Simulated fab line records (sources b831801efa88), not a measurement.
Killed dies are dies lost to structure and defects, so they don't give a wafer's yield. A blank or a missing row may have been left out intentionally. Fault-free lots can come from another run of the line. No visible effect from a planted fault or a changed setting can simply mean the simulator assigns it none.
A lot that was struck, set against a sound lot	flow sky130	15 out of 708 route steps
Sound: the wafers L220.3, L220.4, L220.5. The struck wafers were L225.2, L225.3, L225.4. Last of all comes the cause.
For every step that has rows: the tool of each side, followed by ch and its chambers, followed by its first start. Under that, the readings that differ: sound wafers	struck wafers	difference of the means	sigmas: that difference in standard deviations of wafers without a fault.
alike: a reading whose means differ by less than 2 such deviations, as well as words and numbers matching on both sides. not compared: withheld readings; readings where some wafer has no value; bounds like >300 that might hide an equal value; numbers whose values overlap and for which the record gives no deviation.
A row with sigmas, a row that says differs or no value, or rows on one side alone: a step with any of these is where the two part. When numbers do not overlap yet have no deviation, they are printed without sigmas and do not part them. A reading that every wafer of one side lacks parts them only if that side has two wafers or more.

first, 8 steps without rows for these wafers: SKY_VIA3_DEHYDRATE_04 (time 60 s); SKY_VIA3_HMDS_05 (prime time 60 s); SKY_VIA3_COAT_06 (resist thk 60 nm); SKY_VIA3_COAT_07 (resist thk 450 nm); SKY_VIA3_SOFTBAKE_08 (time 90 s); SKY_VIA3_EXPOSE_09 (exposes mask VIM3, target cd 200 nm); SKY_VIA3_PEB_10; SKY_VIA3_DEVELOP_11 (develop time 60 s).
SKY_VIA3_CD_MEAS_12 targets a cd of 200 nm.
  sound on cdSem-02 at day 42 19:43; struck on cdSem-02 at day 44 01:53
  alike: cdNm
SKY_VIA3_OVL_MEAS_13:
  sound on overlay-01 at day 42 19:48; struck on overlay-01 at day 44 01:59
  alike: VIA3_OVL
SKY_VIA3_ETCH_14: etches BARC in N2/H2, stops on SiO2, time 45.9 s, target depth 60 nm.
  sound on rieDiel-02 ch 0,2,3, day 42 19:49; struck on rieDiel-01 ch 1,2, day 44 02:01
  alike: drypumpMotorCurrentA, oesProductAu, throttleValvePct
  not compared: rfHoursCounterH
SKY_VIA3_ETCH_15: etches SiO2 in C4F8/O2/Ar, stops on TiN, target depth 507 nm, time 78 s.
  sound on rieDiel-02 ch 0,2,3, day 42 19:52; struck on rieDiel-01 ch 1,2, day 44 02:04
  alike: oesProductAu
SKY_VIA3_STRIP_16: strips in O2/N2.
  sound on plasmaAsher-04 ch 0,1, day 42 19:58; struck on plasmaAsher-01 ch 0,1, day 44 02:08
  no value came back on the struck wafers for any of 5 readings (chamberPressureMTorr (mTorr), drypumpMotorCurrentA (A) and others); on the sound wafers chamberPressureMTorr (mTorr) reads 1501.2 1498.8 1500.2
reading	sound	struck	difference	sigmas
model.KrF-thick_of_VIA3_COAT_07.thkNm (nm)	0 0 0	291 290.1 291.7	+291	
  not compared: rfHoursCounterH
then, 1 step without rows for these wafers: SKY_VIA3_STRIP_17 (strips in post etch residue remover, time 1200 s).
-- the record jumps here: 5 days lie between the struck wafers' starts before and after (it left off in module VIA3 and takes up again in module PAD_OPEN, whose first step shown is number 708 of the route) --
SKY_PAD_OPEN_PROBE_99:
  the record has rows for the struck wafers here (prober-02, day 49 08:53) and none for the sound ones

== WHERE THEY PART ==
At SKY_VIA3_STRIP_16 first; at SKY_PAD_OPEN_PROBE_99 last (within this record only).

WHY: the cause the simulator had injected
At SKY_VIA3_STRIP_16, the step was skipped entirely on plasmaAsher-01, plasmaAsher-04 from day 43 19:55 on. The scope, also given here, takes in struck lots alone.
